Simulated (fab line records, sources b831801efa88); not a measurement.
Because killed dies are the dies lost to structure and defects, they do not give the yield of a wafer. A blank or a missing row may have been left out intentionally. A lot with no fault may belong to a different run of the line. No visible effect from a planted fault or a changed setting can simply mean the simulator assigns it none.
The tool behind it: which one? -- flow gf180mcu -- Sampling: 14 lots, 42 wafers, 2 of 602 route steps

== WHAT THE GAUGES SHOWED, per wafer ==
GF_M1_OVL_MEAS_15.
lot,measured,on,M1_OVL (nm)
L963,day 17 20:42,overlay-01,0 -4 1
L965,day 18 16:37,overlay-02,8 5 2
L967,day 19 05:01,overlay-01,9 9 8
L968,day 20 00:19,overlay-02,5 2 7
L970,day 20 07:56,overlay-01,0 -1 1
L971,day 21 01:22,overlay-01,10 10 9
L976,day 22 15:58,overlay-02,8 4 5
L981,day 24 04:58,overlay-02,1 6 7
L982,day 24 09:44,overlay-01,13 5 11
L983,day 25 02:11,overlay-02,2 3 5
L984,day 25 06:11,overlay-02,9 4 9

== WHICH TOOL RAN EACH LOT (tool, then ch and the chambers of the sampled wafers, then the start) ==
lot,GF_STI_CMP_25
L963,"cmp-01 ch 0,1, day 2 13:50"
L965,"cmp-01 ch 0,2, day 3 00:31"
L967,"cmp-01 ch 0,1,3, day 3 10:11"
L968,"cmp-01 ch 1,2, day 3 15:59"
L970,"cmp-02 ch 1,2,3, day 4 01:41"
L971,"cmp-01 ch 1,2,3, day 4 07:26"
L976,"cmp-02 ch 2,3, day 5 08:17"
L977,"cmp-02 ch 1,2,3, day 5 13:50"
L978,"cmp-02 ch 1,2,3, day 5 20:39"
L979,"cmp-01 ch 0,1, day 6 00:20"
L981,"cmp-01 ch 0,1, day 6 10:52"
L982,"cmp-01 ch 1,2,3, day 6 16:00"
L983,"cmp-01 ch 0,2,3, day 6 20:23"
L984,"cmp-01 ch 0,2,3, day 7 03:14"
- GF_STI_CMP_25: polishes, stops on Si3N4, t overpolish 33 s, target thk 524.6 nm.

== WHAT THE TOOLS THEMSELVES READ (means of the sampled wafers that have a number; where no wafer has one, the mark that the record gives instead) ==
GF_STI_CMP_25.
lot,tool,edge_zone_pressure_frac,head_pressure_psi (psi),motor_current_A (A),overpolish_run_s (s),time_to_endpoint_s (s)
L963,cmp-01,1.001,4.004,11.7,32.996,122
L965,cmp-01,1.000,4.001,11.2,32.996,131
L967,cmp-01,1.003,3.998,11.0,33.001,122
L968,cmp-01,1.002,3.994,11.0,33.011,123
L970,cmp-02,0.998,4.003,13.7,33.003,122
L971,cmp-01,1.000,4.005,11.0,32.989,124
L976,cmp-02,0.997,3.995,12.5,32.991,122
L977,cmp-02,-,-,-,-,-
L978,cmp-02,-,-,-,-,-
L979,cmp-01,-,-,-,-,-
L981,cmp-01,0.998,4.009,11.7,33.001,123
L982,cmp-01,1.002,3.991,10.7,32.996,134
L983,cmp-01,1.002,3.998,11.2,33.001,132
L984,cmp-01,1.001,4.002,11.1,32.996,131

== THE ANSWER, worked out from the rows above alone ==
Rule: what is usual is taken from the lots themselves. The widest of any qualifying gaps counts: lots, ordered by their means at a reading, are off when they make up no more than a third of the lots, leave a main group of 4 or more, and stand apart from it by 3 or more times the standard deviation of that group's means. A main group whose means are all the same, to the digits that the tables above print for the reading, isn't used. A lot without any number at a reading at which 4 lots or more have one is off too. Where the step has rows for the other lots, those lots are counted as sound. Order of review: gauges by route order, followed by the tools' own readings, for which a lot's mean as printed above is used. The first step at which some lot is off is used, and at that step the reading that is off furthest; a lot without a number counts as furthest.
Off: L977, L978, L979, at GF_STI_CMP_25 (edge_zone_pressure_frac). Without a number there: L977, L978, L979. The main group: mean 1.000, standard deviation 0.0019.
If a tool, at that step or one of the process steps before it, ran each lot that is off and ran no sound lot following the first of them, it fits. Of those tried, none fits.

== WHAT WAS PUT IN BY THE SIMULATOR ==
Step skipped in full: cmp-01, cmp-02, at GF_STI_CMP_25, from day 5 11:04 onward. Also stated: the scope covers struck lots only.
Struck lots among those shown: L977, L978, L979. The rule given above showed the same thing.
